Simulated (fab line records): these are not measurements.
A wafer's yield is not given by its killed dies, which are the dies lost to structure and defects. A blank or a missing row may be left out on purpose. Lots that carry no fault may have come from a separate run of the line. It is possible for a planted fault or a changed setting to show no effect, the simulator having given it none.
Which tool did it? | flow gf180mcu | 39 wafers from 13 lots sampled at 6 of the route's 602 steps

== WHAT EACH GAUGE READ, for each wafer ==
GF_HV_LDD_OVL_MEAS_32.
lot  | measured     | on         | HV_LDD_02_OVL (nm)
L139 | day 11 03:49 | overlay-02 | 2.9 1.7 1.6
L140 | day 12 04:06 | overlay-01 | 2.4 2.1 1.3
L141 | day 12 18:44 | overlay-01 | 2.9 3.2 2.9
L142 | day 12 20:36 | overlay-01 | 4.6 3.5 1.3
L143 | day 13 08:51 | overlay-02 | 1.0 2.4 3.1
L144 | day 13 19:48 | overlay-02 | 3.3 4.5 2.1
L145 | day 13 23:47 | overlay-02 | 2.0 2.1 2.3
L147 | day 14 11:49 | overlay-01 | -1.0 0.3 -0.6
L149 | day 15 05:46 | overlay-01 | 1.1 1.0 0.8
L150 | day 15 15:23 | overlay-02 | 3.6 1.7 1.1
L151 | day 15 17:49 | overlay-01 | 1.9 2.0 3.6
L154 | day 16 19:17 | overlay-02 | 0.5 3.8 1.6
L161 | day 18 19:04 | overlay-01 | 0.1 0.2 0.3

GF_HV_LDD_TW_MEAS_38.
lot  | measured     | on            | HV_LDD_3_TW
L139 | day 11 04:32 | film metro-03 | 1456 1456 1462
L140 | day 12 04:50 | film metro-01 | 1414 1413 1412
L141 | day 12 19:29 | film metro-04 | 1443 1440 1446
L142 | day 12 21:20 | film metro-04 | 1450 1450 1447
L143 | day 13 09:35 | film metro-03 | 1460 1456 1455
L144 | day 13 20:32 | film metro-01 | 1418 1411 1407
L145 | day 14 00:32 | film metro-04 | 1444 1438 1446
L147 | day 14 12:33 | film metro-04 | 1444 1445 1437
L149 | day 15 06:30 | film metro-01 | 1413 1420 1422
L150 | day 15 16:08 | film metro-04 | 1436 1436 1430
L151 | day 15 18:34 | film metro-03 | 1459 1463 1453
L154 | day 16 20:02 | film metro-01 | 1394 1403 1406
L161 | day 18 19:48 | film metro-03 | 1459 1453 1457

GF_HV_LDD_RS_MEAS_53: a four-point-probe measurement.
lot  | measured     | on            | HV_LDD_RS (ohm/sq)
L139 | day 11 23:34 | film metro-01 | 416.2 416.6 417.9
L140 | day 13 00:35 | film metro-03 | 417.7 419.2 419.0
L141 | day 13 15:23 | film metro-03 | 417.7 418.2 417.9
L142 | day 13 17:25 | film metro-01 | 417.9 417.1 418.0
L143 | day 14 06:22 | film metro-01 | 418.0 418.1 417.4
L144 | day 14 17:19 | film metro-01 | 416.7 417.7 417.8
L145 | day 14 21:43 | film metro-01 | 417.5 417.3 416.7
L147 | day 15 10:45 | film metro-01 | 417.9 416.5 418.6
L149 | day 16 04:38 | film metro-04 | 416.7 417.3 417.2
L150 | day 16 14:49 | film metro-01 | 416.2 416.6 416.9
L151 | day 16 17:13 | film metro-04 | 417.6 417.2 417.4
L154 | day 17 20:19 | film metro-03 | 418.6 419.2 418.5
L161 | day 19 20:23 | film metro-01 | 416.5 417.3 417.6

GF_PSD_RS_MEAS_14: a four-point-probe measurement.
lot  | measured     | on            | NSD_RS (ohm/sq)
L139 | day 13 17:29 | film metro-02 | 46.14 46.16 46.19
L140 | day 14 21:21 | film metro-01 | 46.15 45.96 46.07
L141 | day 15 13:02 | film metro-02 | 45.96 46.14 46.14
L142 | day 15 14:20 | film metro-03 | 46.05 46.02 46.23
L143 | day 16 04:12 | film metro-03 | 46.10 46.08 46.01
L144 | day 16 15:50 | film metro-01 | 46.14 46.20 46.06
L145 | day 16 21:56 | film metro-03 | 46.13 46.26 46.20
L147 | day 17 11:10 | film metro-03 | 46.03 46.07 46.07
L149 | day 18 06:22 | film metro-01 | 46.08 46.12 46.06
L150 | day 18 15:49 | film metro-01 | 46.08 46.06 46.05
L151 | day 18 22:07 | film metro-01 | 50.40 50.44 50.62
L154 | day 20 00:56 | film metro-03 | 50.40 50.44 50.54
L161 | day 22 00:11 | film metro-02 | 46.11 46.16 46.18

GF_PSD_RS_MEAS_15: a four-point-probe measurement.
lot  | measured     | on            | PSD_RS (ohm/sq)
L139 | day 13 17:36 | film metro-02 | 108.31 108.50 108.40
L140 | day 14 21:28 | film metro-01 | 108.40 108.46 108.37
L141 | day 15 13:09 | film metro-02 | 108.43 108.43 108.60
L142 | day 15 14:27 | film metro-03 | 108.61 108.46 108.43
L143 | day 16 04:19 | film metro-03 | 108.29 108.58 108.45
L144 | day 16 15:58 | film metro-01 | 108.63 108.67 108.33
L145 | day 16 22:03 | film metro-03 | 108.65 109.07 109.00
L147 | day 17 11:17 | film metro-03 | 108.68 108.64 108.38
L149 | day 18 06:29 | film metro-01 | 108.94 108.74 108.81
L150 | day 18 15:56 | film metro-01 | 108.48 108.56 108.58
L151 | day 18 22:14 | film metro-01 | 133.21 133.17 132.88
L154 | day 20 01:03 | film metro-03 | 133.27 133.02 133.39
L161 | day 22 00:19 | film metro-02 | 108.62 108.90 108.54

== WHICH TOOL RAN EACH LOT (tool, then ch and the chambers of the sampled wafers, then the start) ==
lot  | GF_PSD_RTA_13
L139 | rtp anneal-02 ch 0, day 13 17:23
L140 | rtp anneal-01 ch 0, day 14 21:16
L141 | rtp anneal-01 ch 0, day 15 12:57
L142 | rtp anneal-01 ch 0, day 15 14:15
L143 | rtp anneal-01 ch 0, day 16 04:07
L144 | rtp anneal-01 ch 0, day 16 15:46
L145 | rtp anneal-01 ch 0, day 16 21:51
L147 | rtp anneal-01 ch 0, day 17 11:04
L149 | rtp anneal-01 ch 0, day 18 06:16
L150 | rtp anneal-01 ch 0, day 18 15:44
L151 | rtp anneal-01 ch 0, day 18 21:59
L154 | rtp anneal-01 ch 0, day 20 00:51
L161 | rtp anneal-02 ch 0, day 22 00:06
- GF_PSD_RTA_13: time 20 s.

== AS READ BY THE TOOLS THEMSELVES (means over the sampled wafers that have a number; for cases with no such wafer, the mark the record gives instead) ==
GF_PSD_RTA_13.
lot  | tool          | lamp power pct (%) | wafer_temp_C_max
L139 | rtp anneal-02 | 34.6               | 1029.8
L140 | rtp anneal-01 | 32.3               | 1028.8
L141 | rtp anneal-01 | 32.3               | 1027.9
L142 | rtp anneal-01 | 32.3               | 1028.6
L143 | rtp anneal-01 | 32.3               | 1028.9
L144 | rtp anneal-01 | 32.3               | 1028.0
L145 | rtp anneal-01 | 32.3               | 1028.3
L147 | rtp anneal-01 | 32.3               | 1028.0
L149 | rtp anneal-01 | 32.3               | 1027.8
L150 | rtp anneal-01 | 32.3               | 1028.2
L151 | rtp anneal-01 | 29.5               | 994.3
L154 | rtp anneal-01 | 29.4               | 993.2
L161 | rtp anneal-02 | 34.7               | 1029.9

== THE ANSWER, worked out from the rows above alone ==
Rule: the lots themselves supply what counts as usual. The widest of any qualifying gaps counts: lots, ordered by their means at a reading, are off when they make up no more than a third of the lots, leave a main group of 4 or more, and stand apart from it by 3 or more times the standard deviation of that group's means. If all means in a main group match to the digits the tables above print for the reading, that group is not used. Also off: a lot with no number at a reading for which 4 or more lots have one. All remaining lots with rows at the step are treated as sound. Order of review: gauges by route order, followed by the tools' own readings, for which a lot's mean as printed above is used. The first step at which some lot is off is used, and at that step the reading that is off furthest; a lot without a number counts as furthest.
Off: L151, L154, seen at GF_PSD_RS_MEAS_14 (NSD_RS). Main group: mean 46.10 ohm/sq, sd 0.046.
A tool fits if, at a process step before that reading, it ran every lot that is off, and no sound lot after the first of them. The gauges at GF_PSD_RS_MEAS_14 aren't tried: what is off there is off at GF_PSD_RTA_13 too, on other tools, and a gauge's error can't cause that. One candidate fits, namely rtp anneal-01 at GF_PSD_RTA_13. A fault onset in the window from L150 (day 18 15:44, its last sound lot) to L151 (day 18 21:59, its first lot off) fits.
The tool's own readings at GF_PSD_RTA_13 bear it out: on the lots that are off they differ by more than 5 times the standard deviation of the sound lots' means. wafer_temp_C_max reads 993.8 there against 1028.6 on the sound lots.

== WHAT HAD BEEN PUT IN BY THE SIMULATOR ==
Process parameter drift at GF_PSD_RTA_13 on rtp anneal-01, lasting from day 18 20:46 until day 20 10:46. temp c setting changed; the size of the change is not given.
Shown lots that were struck: L151, L154. The rule above found the same.
